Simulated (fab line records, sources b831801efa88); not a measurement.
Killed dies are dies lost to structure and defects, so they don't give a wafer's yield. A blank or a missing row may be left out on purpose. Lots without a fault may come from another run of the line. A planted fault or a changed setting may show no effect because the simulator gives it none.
Which tool did it? | flow gf180mcu | 6 lots, 18 wafers sampled, at 2 steps of a route of 602

WHAT THE GAUGES READ, wafer by wafer
GF_V3_THK_MEAS_03.
lot  | measured     | on            | V3_CVD_02_THK (nm)
L326 | day 22 09:32 | film_metro-03 | 836 840 846
L330 | day 24 02:15 | film_metro-02 | 835 833 854
L332 | day 24 08:21 | film_metro-03 | 839 859 858
L335 | day 25 10:31 | film_metro-01 | 834 831 842
L337 | day 26 02:20 | film_metro-01 | 839 856 858
L342 | day 27 17:38 | film_metro-03 | 1002 1003 1017

WHICH TOOL RAN EACH LOT (tool, then ch and the chambers of the sampled wafers, then the start)
lot  | GF_V3_CVD_02
L326 | pecvd-04 ch 0,1,2, day 22 09:27
L330 | pecvd-04 ch 0,1, day 24 02:11
L332 | pecvd-02 ch 0,2, day 24 08:17
L335 | pecvd-03 ch 1,2, day 25 10:26
L337 | pecvd-03 ch 1,2, day 26 02:16
L342 | pecvd-04 ch 0,1,2, day 27 17:34
- GF_V3_CVD_02: deposits SiO2 from TEOS, target thk 850 nm, time 94.851 s.

THE ANSWER, worked out from the rows above alone
Rule: what is usual is taken from the lots themselves. Put in order of their means at a reading, lots are off if they are a third of the lots or fewer, leave a main group of 4 or more, and stand apart from it by a gap of 3 or more times the standard deviation of the main group's means; of several such gaps the widest counts. A main group whose means are all the same, to the digits that the tables above print for the reading, isn't used. A lot without any number at a reading at which 4 lots or more have one is off too. The other lots that the step has rows for count as sound.
Off: L342, at GF_V3_THK_MEAS_03 (V3_CVD_02_THK). The main group: mean 844 nm, standard deviation 6.4.
A tool fits if, at a process step before that reading, it ran every lot that is off, and no sound lot after the first of them. The gauges at GF_V3_THK_MEAS_03 are tried like those tools. Can't be told from this: 2 tools fit, pecvd-04 at GF_V3_CVD_02, film_metro-03 at GF_V3_THK_MEAS_03.

WHAT THE SIMULATOR HAD PUT IN
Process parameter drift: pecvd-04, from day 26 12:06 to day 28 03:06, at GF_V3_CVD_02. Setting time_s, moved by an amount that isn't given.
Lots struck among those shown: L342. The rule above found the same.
